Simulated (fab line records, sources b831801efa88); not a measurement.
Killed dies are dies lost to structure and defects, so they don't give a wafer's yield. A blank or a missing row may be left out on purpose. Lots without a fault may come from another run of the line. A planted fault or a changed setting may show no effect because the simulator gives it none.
fab line records | flow sky130
record lots=5 wafers=15 last_day=50
route steps=708 shown GATE_OXIDE@192 POLY_GATE@204 RES_PROTECT@206 PAD_OPEN@708
lots that met no fault: from a run of the same line without faults
start_h: hours from the record's first day to the start of the lot's first wafer shown | wait_h: hours since the lot's step before | " the same as in the row above | L1.1+2: a row that stands for several wafers | - no value, or no start given | * or withheld: withheld | < > ~ a bound
route shown NAME@n: a module of which the file shows steps, and the number in the route of the first | usual: mean/standard deviation of fault-free wafers | same: alike in all rows | chamber/n: place in a boat | sites: the reading at each site | _std_site: their standard deviation | _edge_site: outer sites' mean less inner sites' | radius_mm: how far each site lies from the wafer's centre | mask NAME#n: copy n | behind: the tool/chamber that last shaped the wafer | hold: why the lot was held/for how many hours/how that ended | device: the transistor (n, p or np) that didn't switch | end of line: the same wafers' tests at the end of the route | a step without rows: its recipe alone | killed: dies lost to structure and defects at the first sort, not the wafer's yield | map: a wafer's dies, x killed, . not, _ none there
set.NAME: the setting as run; set.NAME@STEP: as run at that earlier step | model.NAME: the simulator's own value behind a step, which no gauge read
lots at some steps of the route; a table a step, a row a wafer
services: from which hour (start_h, from the record's first day; less than 0 if before it) a tool's chamber was out of use, for how many hours, and why
## steps
# step SKY_GATE_OXIDE_COAT_05
# recipe resist=NOVOLAK spin_rpm=3000 resist_thk_nm=1140
# step SKY_GATE_OXIDE_SOFTBAKE_06
# recipe temp_c=90 time_s=60 resist=NOVOLAK
# step SKY_GATE_OXIDE_EXPOSE_07
# recipe mask_id=LVOM na=0.6 source_shape=conventional sigma_outer=0.6 polarization=unpolarized target_cd_nm=600 dose_mj=170
# step SKY_GATE_OXIDE_PEB_08
# recipe temp_c=withheld time_s=* resist=NOVOLAK
# step SKY_GATE_OXIDE_DEVELOP_09
# recipe resist=NOVOLAK developer=TMAH develop_time_s=60 dev_temp_c=23
# step SKY_GATE_OXIDE_OVL_MEAS_10
# usual GATE_OXIDE_OVL=0.5/1.3
# columns lot.wafer tool chamber start_h wait_h GATE_OXIDE_OVL[nm]
L189.2 overlay-01 - 334.90 0.1 -0.1
L189.3 " - " " -0.4
L189.4 " - " " 0.8
L191.4 overlay-02 - 358.16 0.1 1.6
L191.5 " - " " 2.3
L191.6 " - " " 2.0
L198.2 overlay-01 - 410.50 0.1 0.5
L198.4 " - " " -0.4
L198.5 " - " " -0.5
L207.2 overlay-01 - 493.70 0.1 1.8
L207.3 " - " " 1.7
L207.5 " - " " 1.9
L208.1 overlay-02 - 511.59 0.1 2.2
L208.3 " - " " 0.1
L208.4 " - " " 0.4
# step SKY_GATE_OXIDE_IMPLANT_11
# recipe species=B energy_kev=10 dose_cm2=2.6e+12 tilt_deg=withheld
# step SKY_GATE_OXIDE_WET_ETCH_12
# recipe chemistry=dHF target_depth_nm=16.8 dry=n2_spin target=SiO2 dilution=100:1 temp_c=25 time_s=336
# step SKY_GATE_OXIDE_STRIP_13
# recipe chemistry=O2/N2 power_w=1400 pressure_mtorr=1500 platen_temp_c=withheld o2_flow_sccm=3000 n2_flow_sccm=300 overash_fraction=0.5
# usual drypump_motor_current_A=5.59/0.27 n2_flow_sccm=300.1/0.8 oes_product_au=0.716/0.0046 strip_time_to_endpoint_s=14.17/0.049
# same overash_fraction=0.5
# columns lot.wafer tool chamber start_h wait_h drypump_motor_current_A n2_flow_sccm oes_product_au rf_hours_counter_h strip_time_to_endpoint_s
L189.2 plasma_asher-02 0 335.19 0.0 5.56 299.1 0.711 64 14.12
L189.3 " 0 " " 5.59 300.2 0.726 - 14.16
L189.4 " 1 " " 5.09 299.5 0.714 - 14.17
L191.4 plasma_asher-03 0 358.46 0.0 5.85 299.9 0.717 - 14.15
L191.5 " 1 " " 5.74 300.9 0.719 - 14.14
L191.6 " 0 " " 5.86 300.0 0.709 - 14.18
L198.2 plasma_asher-02 0 410.78 0.0 5.63 300.1 0.714 71 14.06
L198.4 " 0 " " 5.57 299.4 0.715 - 14.17
L198.5 " 0 " " 5.58 300.3 0.715 - 14.12
L207.2 plasma_asher-03 1 493.99 0.0 5.72 299.8 0.715 34 14.18
L207.3 " 0 " " 5.84 301.0 0.723 - 14.14
L207.5 " 0 " " 5.90 300.4 0.712 - 14.17
L208.1 plasma_asher-02 1 511.88 0.0 5.08 299.4 0.712 8 14.15
L208.3 " 0 " " 5.55 299.7 0.716 - 14.19
L208.4 " 1 " " 5.07 299.9 0.718 - 14.20
# step SKY_GATE_OXIDE_TW_MEAS_14
# usual GATE_OXIDE_TW=226/3.2
# columns lot.wafer tool chamber start_h wait_h GATE_OXIDE_TW
L189.2 film_metro-01 - 335.30 0.1 229
L189.3 " - " " 229
L189.4 " - " " 229
L191.4 film_metro-03 - 358.56 0.1 222
L191.5 " - " " 222
L191.6 " - " " 223
L198.2 film_metro-03 - 410.89 0.1 220
L198.4 " - " " 222
L198.5 " - " " 221
L207.2 film_metro-01 - 494.10 0.1 229
L207.3 " - " " 229
L207.5 " - " " 227
L208.1 film_metro-01 - 511.98 0.1 230
L208.3 " - " " 229
L208.4 " - " " 229
# step SKY_GATE_OXIDE_CLEAN_15
# recipe chemistry=SC1/SC2 mix=1:4:20 temp_c=70 time_s=150 dry=n2_spin
# step SKY_GATE_OXIDE_OXIDATION_16
# recipe temp_c=800 ambient=O2 idle_temp_c=700 ramp_up_c_per_min=10 ramp_down_c_per_min=3 stabilise_s=600 purge_s=300 target_thk_a=35.7 ox_time_s=1915
# step SKY_POLY_GATE_CVD_00
# recipe material=poly-Si target_thk_nm=180 temp_c=620 time_s=720 pressure_mtorr=200
# usual pressure_mtorr=200.0/0.45 zone_power_centre_pct=9.0/0.3
# columns lot.wafer tool chamber start_h wait_h pressure_mtorr zone_power_centre_pct model.poly-Si_of_POLY_GATE_CVD_00.thk_nm
L189.2 lpcvd-01 0 340.20 0.0 199.7 9.4 180.5
L189.3 " 0 " " 200.0 9.2 181.2
L189.4 " 0 " " 199.8 9.3 180.1
L191.4 lpcvd-01 1 360.58 0.3 200.4 8.8 178.9
L191.5 " 1 " " 201.4 8.8 178.5
L191.6 " 1 " " 200.1 8.8 177.7
L198.2 lpcvd-01 0 413.33 0.0 160.5 9.3 161.1
L198.4 " 0 " " 160.1 9.4 161.2
L198.5 " 0 " " 160.2 9.2 162.7
L207.2 lpcvd-01 0 495.73 0.0 199.7 9.3 180.8
L207.3 " 0 " " 199.9 9.4 183.5
L207.5 " 0 " " 199.3 9.3 182
L208.1 lpcvd-01 0 514.58 1.0 200.2 9.2 179.1
L208.3 " 0 " " 199.6 9.4 179.4
L208.4 " 0 " " 199.5 9.5 179.9
# step SKY_POLY_GATE_THK_MEAS_01
# recipe reads=poly-Si_of_POLY_GATE_CVD_00
# usual POLY_GATE_CVD_00_THK=179.8/1.2
# columns lot.wafer tool chamber start_h wait_h POLY_GATE_CVD_00_THK[nm]
L189.2 film_metro-04 - 341.41 0.0 180.4
L189.3 " - " " 181.3
L189.4 " - " " 180.2
L191.4 film_metro-04 - 362.41 0.0 178.9
L191.5 " - " " 178.5
L191.6 " - " " 177.8
L198.2 film_metro-03 - 414.54 0.0 161.2
L198.4 " - " " 161.1
L198.5 " - " " 162.6
L207.2 film_metro-03 - 496.94 0.0 180.8
L207.3 " - " " 183.5
L207.5 " - " " 181.9
L208.1 film_metro-03 - 515.78 0.0 179.1
L208.3 " - " " 179.5
L208.4 " - " " 180.1
# step SKY_RES_PROTECT_DEHYDRATE_00
# recipe temp_c=200 time_s=60
# step SKY_RES_PROTECT_HMDS_01
# recipe prime_time_s=60 prime_temp_c=120
# step SKY_RES_PROTECT_COAT_02
# recipe resist=NOVOLAK spin_rpm=3000 resist_thk_nm=1140
# step SKY_RES_PROTECT_SOFTBAKE_03
# recipe temp_c=90 time_s=60 resist=NOVOLAK
# step SKY_RES_PROTECT_EXPOSE_04
# recipe mask_id=RPM na=0.6 source_shape=conventional sigma_outer=0.6 polarization=unpolarized target_cd_nm=1270 dose_mj=131
# step SKY_RES_PROTECT_PEB_05
# recipe temp_c=withheld time_s=* resist=NOVOLAK
# step SKY_RES_PROTECT_DEVELOP_06
# recipe resist=NOVOLAK developer=TMAH develop_time_s=60 dev_temp_c=23
# step SKY_POLY_GATE_IMPLANT_02
# recipe species=P energy_kev=30 dose_cm2=7.7e+15 tilt_deg=0
# step SKY_RES_PROTECT_STRIP_07
# recipe chemistry=O2/N2 power_w=1400 pressure_mtorr=1500 platen_temp_c=withheld o2_flow_sccm=3000 n2_flow_sccm=300 overash_fraction=0.5
# usual drypump_motor_current_A=5.8/0.35 n2_flow_sccm=300.0/0.8 oes_product_au=0.518/0.0052 strip_time_to_endpoint_s=23.30/0.047
# same overash_fraction=0.5
# columns lot.wafer tool chamber start_h wait_h drypump_motor_current_A n2_flow_sccm oes_product_au rf_hours_counter_h strip_time_to_endpoint_s
L189.2 plasma_asher-01 1 369.29 0.1 5.8 299.8 0.517 57 23.29
L189.3 " 0 " " 5.4 299.8 0.514 - 23.31
L189.4 " 1 " " 5.8 300.6 0.518 - 23.25
L191.4 plasma_asher-03 1 390.53 0.1 5.7 299.6 0.509 - 23.38
L191.5 " 1 " " 5.7 300.8 0.512 - 23.41
L191.6 " 0 " " 5.9 298.8 0.524 - 23.36
L198.2 plasma_asher-03 1 445.44 0.1 5.8 300.5 0.515 29 23.32
L198.4 " 1 " " 5.8 299.8 0.515 - 23.33
L198.5 " 1 " " 5.8 301.0 0.512 - 23.35
L207.2 plasma_asher-04 1 526.49 0.1 5.3 299.6 0.518 89 23.36
L207.3 " 0 " " 6.3 298.7 0.529 - 23.35
L207.5 " 0 " " 6.3 298.9 0.524 - 23.36
L208.1 plasma_asher-04 1 545.54 0.1 5.2 301.4 0.521 91 23.23
L208.3 " 0 " " 6.3 299.4 0.523 - 23.28
L208.4 " 1 " " 5.3 300.4 0.523 - 23.26
# step SKY_RES_PROTECT_TW_MEAS_08
# usual POLY_GATE_TW=4070/40
# columns lot.wafer tool chamber start_h wait_h POLY_GATE_TW
L189.2 film_metro-01 - 369.40 0.1 4121
L189.3 " - " " 4134
L189.4 " - " " 4122
L191.4 film_metro-01 - 390.62 0.1 4119
L191.5 " - " " 4124
L191.6 " - " " 4119
L198.2 film_metro-02 - 445.55 0.1 4065
L198.4 " - " " 4091
L198.5 " - " " 4087
L207.2 film_metro-04 - 526.60 0.1 4005
L207.3 " - " " 4023
L207.5 " - " " 4018
L208.1 film_metro-01 - 545.64 0.1 4084
L208.3 " - " " 4095
L208.4 " - " " 4096
# step SKY_RES_PROTECT_CLEAN_09
# recipe chemistry=SC1/SC2 mix=1:4:20 temp_c=70 time_s=150 dry=n2_spin
# columns lot.wafer tool chamber start_h wait_h model.poly-Si_of_POLY_GATE_CVD_00.thk_nm
L189.2 wet_bench-04 1 369.45 0.0 179.8
L189.3 " 1 " " 180.6
L189.4 " 1 " " 179.4
L191.4 wet_bench-03 2 390.65 0.0 178.3
L191.5 " 2 " " 177.9
L191.6 " 2 " " 177.1
L198.2 wet_bench-04 3 445.60 0.0 160.5
L198.4 " 3 " " 160.6
L198.5 " 3 " " 162
L207.2 wet_bench-04 0 526.65 0.0 180.2
L207.3 " 0 " " 182.9
L207.5 " 0 " " 181.3
L208.1 wet_bench-04 3 545.70 0.1 178.5
L208.3 " 3 " " 178.7
L208.4 " 3 " " 179.3
# step SKY_POLY_GATE_CVD_03
# recipe material=Si3N4 precursor=DCS/NH3 target_thk_nm=75 temp_c=770 time_s=1290 pressure_mtorr=250
# step SKY_POLY_GATE_THK_MEAS_04
# recipe reads=Si3N4_of_POLY_GATE_CVD_03
# usual POLY_GATE_CVD_03_THK=75.1/0.84
# columns lot.wafer tool chamber start_h wait_h POLY_GATE_CVD_03_THK[nm]
L189.2 film_metro-02 - 370.87 0.0 76.9
L189.3 " - " " 76.7
L189.4 " - " " 76.1
L191.4 film_metro-03 - 392.15 0.0 74.9
L191.5 " - " " 74.8
L191.6 " - " " 74.1
L198.2 film_metro-02 - 447.02 0.0 76.2
L198.4 " - " " 76.1
L198.5 " - " " 75.6
L207.2 film_metro-02 - 528.07 0.0 74.1
L207.3 " - " " 74.5
L207.5 " - " " 74.2
L208.1 film_metro-02 - 547.55 0.0 75.1
L208.3 " - " " 75.2
L208.4 " - " " 75.4
# step SKY_POLY_GATE_DEHYDRATE_05
# recipe temp_c=200 time_s=60
# step SKY_POLY_GATE_HMDS_06
# recipe prime_time_s=60 prime_temp_c=120
# step SKY_POLY_GATE_COAT_07
# recipe resist=BARC temp_c=withheld time_s=withheld spin_rpm=3000 resist_thk_nm=110
# step SKY_POLY_GATE_COAT_08
# recipe resist=KrF-thick spin_rpm=3000 resist_thk_nm=450
# step SKY_POLY_GATE_SOFTBAKE_09
# recipe temp_c=100 time_s=90 resist=KrF-thick
# step SKY_POLY_GATE_EXPOSE_10
# recipe mask_id=P1M na=0.68 source_shape=conventional sigma_outer=0.6 target_cd_nm=150 dose_mj=28
# step SKY_POLY_GATE_PEB_11
# recipe peb_temp_c=withheld peb_time_s=withheld resist=KrF-thick
# step SKY_POLY_GATE_DEVELOP_12
# recipe develop_time_s=60 resist=KrF-thick dev_temp_c=21
# step SKY_POLY_GATE_CD_MEAS_13
# recipe target_cd_nm=150
# usual cd_nm=150.1/1.3
# columns lot.wafer tool chamber start_h wait_h cd_nm
L189.2 cd_sem-02 - 400.46 - 149.0
L189.3 " - " " 150.7
L189.4 " - " " 149.0
L191.4 cd_sem-01 - 421.90 - 149.7
L191.5 " - " " 150.2
L191.6 " - " " 149.9
L198.2 cd_sem-01 - 477.16 - 150.8
L198.4 " - " " 149.9
L198.5 " - " " 151.6
L207.2 cd_sem-02 - 557.80 - 149.5
L207.3 " - " " 148.2
L207.5 " - " " 149.8
L208.1 cd_sem-02 - 576.69 - 150.9
L208.3 " - " " 150.4
L208.4 " - " " 149.4
# step SKY_POLY_GATE_OVL_MEAS_14
# usual POLY_GATE_OVL=-1/5.1
# columns lot.wafer tool chamber start_h wait_h POLY_GATE_OVL[nm]
L189.2 overlay-01 - 400.57 0.1 -4
L189.3 " - " " 1
L189.4 " - " " -4
L191.4 overlay-01 - 421.97 0.1 -8
L191.5 " - " " -5
L191.6 " - " " -7
L198.2 overlay-02 - 477.26 0.1 -4
L198.4 " - " " -6
L198.5 " - " " -8
L207.2 overlay-02 - 557.91 0.1 -9
L207.3 " - " " -1
L207.5 " - " " -3
L208.1 overlay-01 - 576.81 0.1 -5
L208.3 " - " " 1
L208.4 " - " " -5
# step SKY_POLY_GATE_ETCH_15
# recipe chemistry=N2/H2 target=BARC ion_energy_ev=200 source_w=500 bias_w=100 pressure_mtorr=30 n2_flow_sccm=100 h2_flow_sccm=200 stop_on=SiO2 time_s=118.5 target_depth_a=1100
# usual drypump_motor_current_A=5.6/0.38 n2_flow_sccm=99.99/0.29 oes_product_au=0.716/0.0046 throttle_valve_pct=13.212/0.0084
# columns lot.wafer tool chamber start_h wait_h drypump_motor_current_A n2_flow_sccm oes_product_au rf_hours_counter_h throttle_valve_pct
L189.2 rie_diel-03 2 400.60 0.0 5.9 99.55 0.716 11 13.230
L189.3 " 0 " " 5.4 100.51 0.720 91 13.212
L189.4 " 3 " " 5.8 100.42 0.720 42 13.217
L191.4 rie_diel-04 2 421.99 0.0 5.7 100.44 0.714 4 13.212
L191.5 " 3 " " 5.2 99.82 0.712 - 13.222
L191.6 " 2 " " 5.7 100.43 0.719 - 13.219
L198.2 rie_diel-04 2 477.29 0.0 5.7 99.99 0.722 5 13.213
L198.4 " 2 " " 5.7 100.30 0.707 - 13.209
L198.5 " 2 " " 5.7 100.20 0.712 - 13.205
L207.2 rie_diel-04 3 557.94 0.0 5.2 99.83 0.716 12 13.210
L207.3 " 1 " " 6.3 100.54 0.721 15 13.202
L207.5 " 2 " " 5.7 99.88 0.717 - 13.219
L208.1 rie_diel-02 0 576.84 0.0 6.1 99.99 0.714 2 13.215
L208.3 " 2 " " 5.8 99.91 0.719 68 13.202
L208.4 " 1 " " 4.9 100.11 0.718 7 13.206
# step SKY_POLY_GATE_ETCH_16
# recipe stop_on=poly-Si chemistry=CH3F/O2 target=Si3N4 source_w=400 bias_w=80 pressure_mtorr=25 ch3f_flow_sccm=40 O2_flow_sccm=30 time_s=147.5 target_depth_a=750
# usual drypump_motor_current_A=5.6/0.37 oes_product_au=0.640/0.0054 throttle_valve_pct=10.537/0.0085
# columns lot.wafer tool chamber start_h wait_h drypump_motor_current_A oes_product_au rf_hours_counter_h throttle_valve_pct
L189.2 rie_diel-03 2 400.68 0.0 5.9 0.642 11 10.536
L189.3 " 0 " " 5.4 0.647 91 10.531
L189.4 " 3 " " 5.8 0.647 42 10.534
L191.4 rie_diel-04 2 422.07 0.0 5.7 0.638 4 10.534
L191.5 " 3 " " 5.1 0.631 - 10.545
L191.6 " 2 " " 5.7 0.632 - 10.551
L198.2 rie_diel-04 2 477.42 0.1 5.7 0.644 5 10.540
L198.4 " 2 " " 5.7 0.640 - 10.550
L198.5 " 2 " " 5.7 0.635 - 10.535
L207.2 rie_diel-04 3 558.02 0.0 5.1 0.638 12 10.540
L207.3 " 1 " " 6.2 0.641 15 10.539
L207.5 " 2 " " 5.7 0.630 - 10.540
L208.1 rie_diel-02 0 576.92 0.0 6.1 0.646 2 10.531
L208.3 " 2 " " 5.8 0.639 68 10.541
L208.4 " 1 " " 4.9 0.642 7 10.544
# step SKY_POLY_GATE_ETCH_17
# recipe target_depth_nm=180 stop_on=SiO2 over_etch_frac=0.56667 chemistry=HBr/Cl2 target=poly-Si icp_w=400 bias_w=100 pressure_mtorr=10 HBr_flow_sccm=150 Cl2_flow_sccm=50 time_s=70.5
# usual HBr_flow_sccm=150.0/0.46 drypump_motor_current_A=5.5/0.41 oes_product_au=0.987/0.0077 throttle_valve_pct=33.685/0.0095
# columns lot.wafer tool chamber start_h wait_h HBr_flow_sccm drypump_motor_current_A oes_product_au rf_hours_counter_h throttle_valve_pct model.POLY_GATE.feature_depth_nm model.etch.depth_nm
L189.2 rie_si-02 0 400.78 0.0 149.9 5.0 0.977 77 33.673 178.3 178.3
L189.3 " 1 " " 150.3 5.2 0.990 5 33.689 180.6 180.6
L189.4 " 1 " " 150.4 5.2 0.983 - 33.691 179.4 179.4
L191.4 rie_si-01 3 422.20 0.1 150.0 6.4 0.983 - 33.705 178.3 178.3
L191.5 " 2 " " 150.0 5.4 0.978 - 33.678 177.9 177.9
L191.6 " 1 " " 150.5 5.8 0.992 - 33.688 177.1 177.1
L198.2 rie_si-01 1 477.56 0.1 149.6 5.8 0.912 2 33.679 160.5 160.5
L198.4 " 0 " " 149.2 5.0 0.929 0 33.704 160.6 160.6
L198.5 " 3 " " 149.4 6.4 0.928 - 33.668 162 162
L207.2 rie_si-01 3 558.12 0.0 150.5 6.4 0.994 2 33.673 180.2 180.2
L207.3 " 2 " " 149.5 5.4 0.994 2 33.678 181.6 181.6
L207.5 " 1 " " 149.8 5.8 0.983 - 33.695 175.4 175.4
L208.1 rie_si-02 3 577.02 0.0 149.8 5.7 0.979 1 33.695 178.5 178.5
L208.3 " 0 " " 150.4 5.0 0.986 1 33.679 178.7 178.7
L208.4 " 1 " " 150.1 5.2 0.990 - 33.682 179.3 179.3
# step SKY_POLY_GATE_STRIP_18
# recipe chemistry=O2/N2 power_w=1400 pressure_mtorr=1500 platen_temp_c=withheld o2_flow_sccm=3000 n2_flow_sccm=300 overash_fraction=0.5
# usual drypump_motor_current_A=5.6/0.42 n2_flow_sccm=300.1/0.9 oes_product_au=0.360/0.0053 strip_time_to_endpoint_s=3.15/0.043
# same overash_fraction=0.5
# columns lot.wafer tool chamber start_h wait_h drypump_motor_current_A n2_flow_sccm oes_product_au rf_hours_counter_h strip_time_to_endpoint_s
L189.2 plasma_asher-04 0 400.83 0.0 6.2 299.9 0.359 76 3.16
L189.3 " 1 " " 5.2 299.8 0.358 - 3.15
L189.4 " 0 " " 6.3 301.1 0.364 - 3.16
L191.4 plasma_asher-01 1 422.26 0.0 5.8 299.8 0.351 - 3.09
L191.5 " 1 " " 5.8 299.7 0.364 - 3.11
L191.6 " 0 " " 5.4 301.9 0.355 - 3.12
L198.2 plasma_asher-02 0 477.62 0.0 5.6 300.4 0.359 5 3.12
L198.4 " 1 " " 5.1 300.3 0.356 - 3.11
L198.5 " 0 " " 5.6 301.3 0.363 - 3.13
L207.2 plasma_asher-01 1 558.18 0.0 5.8 300.1 0.355 76 3.16
L207.3 " 1 " " 5.8 298.4 0.356 - 3.15
L207.5 " 0 " " 5.4 299.5 0.352 - 3.12
L208.1 plasma_asher-04 1 577.08 0.0 5.2 299.3 0.360 94 3.19
L208.3 " 0 " " 6.3 301.3 0.359 - 3.14
L208.4 " 1 " " 5.3 298.0 0.353 - 3.09
# step SKY_PAD_OPEN_PROBE_99
# usual killed_at_M0_to_M3=44/6.5 killed_at_M4_up=3.3/1.9 killed_at_contacts=23/4.7 killed_at_front_end=15/4.5 killed_at_other=0.2/0.52 killed_dies=86/8.9 killed_open=47/6.8 killed_short=39/6.1
# same gross_dies=492 killed_at_back_side=0
# columns lot.wafer tool chamber start_h wait_h killed_at_M0_to_M3 killed_at_M4_up killed_at_contacts killed_at_front_end killed_at_other killed_dies killed_open killed_short model.etest.res_high_po.line_ohm_um model.etest.res_poly.line_ohm_um model.etest.res_high_po.rs_ohm_sq model.etest.licon_high_po.rc_ohm model.etest.cap_li_to_poly.c_af_um2 model.etest.res_poly.rs_ohm_sq
L189.2 prober-02 - 1090.56 0.1 37 4 21 14 0 76 50 26 762.2 534.6 266.6 352.1 95.26 49.26
L189.3 prober-02 - 1090.61 0.2 44 4 26 9 0 83 49 34 742.6 494.8 262.7 354.5 95.8 48.4
L189.4 prober-02 - 1090.66 0.2 41 6 20 17 0 84 43 41 751.2 506.4 263.4 336.2 99.43 49
L191.4 prober-02 - 1106.71 0.2 51 10 15 24 0 100 51 49 758.9 520.8 264 359.3 98.37 48.68
L191.5 prober-02 - 1106.76 0.2 42 2 16 16 0 76 39 37 745.3 515.1 262.8 343.7 96.58 47.85
L191.6 prober-02 - 1106.81 0.2 50 1 27 15 0 93 53 40 744.9 514.8 261.5 350.7 94.83 48.12
L198.2 prober-02 - 1139.19 0.1 58 4 27 21 0 110 63 47 800.6 546.7 278.9 313.3 97.02 52.31
L198.4 prober-02 - 1139.29 0.2 58 1 24 7 0 90 49 41 802.8 553 277.1 321.1 95.83 51.73
L198.5 prober-02 - 1139.34 0.2 55 0 27 16 0 98 57 41 779.9 518.1 275.2 326.4 93.65 52.17
L207.2 prober-02 - 1185.76 0.1 55 4 20 12 0 91 49 42 738.8 519.5 256.6 335.4 98.51 47.5
L207.3 prober-02 - 1185.81 0.2 49 2 21 18 1 91 47 44 707.6 492.9 247.7 340.4 98.71 46.12
L207.5 prober-02 - 1185.91 0.2 41 4 23 17 0 85 43 42 729.2 501.6 254.7 350.8 96.59 47.16
L208.1 prober-01 - 1197.46 0.1 36 8 18 17 0 79 36 43 746.8 520.7 260.5 343.8 99.27 48.02
L208.3 prober-01 - 1197.56 0.2 46 4 25 11 0 86 41 45 736.6 515.9 253.2 332.3 97.81 47.18
L208.4 prober-01 - 1197.61 0.2 47 1 24 9 0 81 45 36 714.3 492.6 250.7 345.4 93.92 46.89
# killed by level:class
L189.2 VIA2:geometric_particle:open=12 CONTACT:geometric_particle:open=8 VIA1:geometric_particle:open=6 POLY_GATE:geometric_particle:short=5 LI_CONTACT:geometric_particle:open=5 METAL2:geometric_particle:short=4 POLY_GATE:geometric_particle:open=4 VIA3:geometric_particle:open=4
L189.3 CONTACT:geometric_particle:open=11 VIA3:geometric_particle:open=9 VIA1:geometric_particle:open=7 LI_CONTACT:geometric_particle:open=6 METAL1:geometric_particle:short=6 POLY_GATE:geometric_particle:short=5 VIA2:geometric_particle:open=5 CONTACT:geometric_particle:short=4
L189.4 VIA1:geometric_particle:open=12 CONTACT:geometric_particle:open=10 METAL4:geometric_particle:short=6 POLY_GATE:geometric_particle:short=5 CONTACT:geometric_particle:short=5 VIA1:geometric_particle:short=5 VIA2:geometric_particle:open=5 FIELD_ISO:geometric_particle:open=4
L191.4 VIA1:geometric_particle:open=11 VIA3:geometric_particle:open=10 METAL4:geometric_particle:short=8 FIELD_ISO:geometric_particle:open=8 METAL2:geometric_particle:short=8 CONTACT:geometric_particle:short=6 VIA1:geometric_particle:short=6 POLY_GATE:geometric_particle:open=5
L191.5 VIA1:geometric_particle:open=14 VIA3:geometric_particle:open=7 FIELD_ISO:geometric_particle:short=6 CONTACT:geometric_particle:open=6 METAL2:geometric_particle:short=5 LOCAL_INTERCONNECT:geometric_particle:short=5 CONTACT:geometric_particle:short=5 VIA2:geometric_particle:open=5
L191.6 CONTACT:geometric_particle:open=13 VIA1:geometric_particle:open=10 VIA1:geometric_particle:short=9 CONTACT:geometric_particle:short=6 VIA3:geometric_particle:open=6 METAL2:geometric_particle:short=6 POLY_GATE:geometric_particle:short=5 FIELD_ISO:geometric_particle:open=4
L198.2 VIA2:geometric_particle:open=12 VIA1:geometric_particle:open=11 VIA3:geometric_particle:open=9 CONTACT:geometric_particle:open=8 LI_CONTACT:geometric_particle:open=7 POLY_GATE:geometric_particle:open=6 CONTACT:geometric_particle:short=6 METAL1:geometric_particle:short=6
L198.4 VIA2:geometric_particle:open=12 VIA1:geometric_particle:open=11 CONTACT:geometric_particle:open=9 METAL2:geometric_particle:short=9 VIA3:geometric_particle:open=6 VIA3:geometric_particle:short=6 LI_CONTACT:geometric_particle:open=5 CONTACT:geometric_particle:short=4
L198.5 VIA1:geometric_particle:open=15 LI_CONTACT:geometric_particle:open=12 METAL2:geometric_particle:short=9 VIA2:geometric_particle:open=9 VIA3:geometric_particle:open=7 CONTACT:geometric_particle:short=6 FIELD_ISO:geometric_particle:short=5 METAL1:geometric_particle:short=5
L207.2 VIA1:geometric_particle:open=12 METAL1:geometric_particle:short=10 VIA2:geometric_particle:open=8 CONTACT:geometric_particle:open=7 VIA1:geometric_particle:short=6 LI_CONTACT:geometric_particle:open=5 CONTACT:geometric_particle:short=5 VIA3:geometric_particle:open=5
L207.3 METAL1:geometric_particle:short=10 LI_CONTACT:geometric_particle:open=8 VIA1:geometric_particle:open=7 CONTACT:geometric_particle:open=7 VIA2:geometric_particle:open=6 VIA1:geometric_particle:short=6 POLY_GATE:geometric_particle:open=5 VIA3:geometric_particle:open=5
L207.5 VIA3:geometric_particle:open=9 CONTACT:geometric_particle:open=7 METAL2:geometric_particle:short=7 VIA2:geometric_particle:open=7 LOCAL_INTERCONNECT:geometric_particle:short=6 VIA1:geometric_particle:open=5 CONTACT:geometric_particle:short=5 POLY_GATE:geometric_particle:open=4
L208.1 CONTACT:geometric_particle:open=7 METAL1:geometric_particle:short=7 VIA2:geometric_particle:open=6 VIA2:geometric_particle:short=5 METAL4:geometric_particle:short=5 POLY_GATE:geometric_particle:short=4 LOCAL_INTERCONNECT:geometric_particle:short=4 VIA1:geometric_particle:open=4
L208.3 VIA1:geometric_particle:open=11 CONTACT:geometric_particle:open=8 LI_CONTACT:geometric_particle:open=6 METAL2:geometric_particle:short=6 VIA2:geometric_particle:open=6 METAL1:geometric_particle:short=5 VIA3:geometric_particle:open=5 SPACER:geometric_particle:short=4
L208.4 CONTACT:geometric_particle:open=9 VIA1:geometric_particle:open=9 VIA3:geometric_particle:open=7 VIA2:geometric_particle:open=6 LI_CONTACT:geometric_particle:open=5 METAL1:geometric_particle:short=5 METAL2:geometric_particle:short=5 LI_CONTACT:geometric_particle:short=4
## services
# columns tool chamber start_h hours kind
rie_diel-03 3 311.95 14.6 repair
rie_si-01 - 321.41 0.2 repair
plasma_asher-03 - 367.33 7.1 repair
rie_si-02 - 376.74 2.8 pm
plasma_asher-02 - 382.16 3.8 repair
rie_diel-04 1 384.67 5.3 repair
rie_diel-04 0 391.25 20.5 repair
rie_si-01 3 397.92 3.8 repair
rie_diel-02 3 400.96 10.3 repair
rie_diel-04 - 421.03 0.2 repair
plasma_asher-02 - 421.25 9.0 pm
rie_si-01 3 426.53 5.1 repair
plasma_asher-01 - 428.32 2.8 pm
rie_diel-02 1 457.12 8.0 repair
rie_diel-04 0 460.24 30.9 repair
rie_diel-04 1 466.15 30.9 repair
rie_si-01 2 482.13 1.8 repair
rie_diel-04 0 497.01 - clean
rie_diel-04 0 497.01 21.5 scheduled_down
rie_diel-04 0 497.01 21.5 vent_cycle
rie_diel-02 2 500.66 5.9 repair
plasma_asher-02 - 540.61 2.1 repair
rie_diel-03 - 544.25 14.6 pm
rie_si-02 2 573.73 13.0 repair
## key
first_sign step=SKY_POLY_GATE_CVD_00 reading=pressure_mtorr direction=down sigmas=89 usual=200.0 struck=160.3
effect step=SKY_POLY_GATE_THK_MEAS_01 reading=POLY_GATE_CVD_00_THK direction=down sigmas=15 usual=179.8 struck=161.6
effect step=SKY_POLY_GATE_ETCH_17 reading=oes_product_au direction=down sigmas=8.3 usual=0.987 struck=0.923
model_effect step=SKY_POLY_GATE_CVD_00 value=poly-Si_of_POLY_GATE_CVD_00.thk_nm without=180.7 struck=161.7
model_effect step=SKY_RES_PROTECT_CLEAN_09 value=poly-Si_of_POLY_GATE_CVD_00.thk_nm without=180 struck=161
model_effect step=SKY_POLY_GATE_ETCH_17 value=POLY_GATE.feature_depth_nm without=179.3 struck=161
model_effect step=SKY_PAD_OPEN_PROBE_99 value=etest.res_high_po.line_ohm_um without=743.2 struck=794.4
met_at SKY_POLY_GATE_CVD_00
struck_wafers L198.2,L198.4,L198.5
tester_left_out L198
onset_between 340.20 413.33
fault kind=process_parameter_drift tool=lpcvd-01 chamber=0 onset_h=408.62 steps=SKY_POLY_GATE_CVD_00 channel=pressure_mtorr offset=-40 shape=step end_h=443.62 stated=200
# tester_left_out: of these lots the tester's yield and bins aren't shown, on N5 and GAA mostly nor the transistor test; their killed dies are dies lost to structure and defects alone, not to doping, threshold or leakage, so they don't give the yield
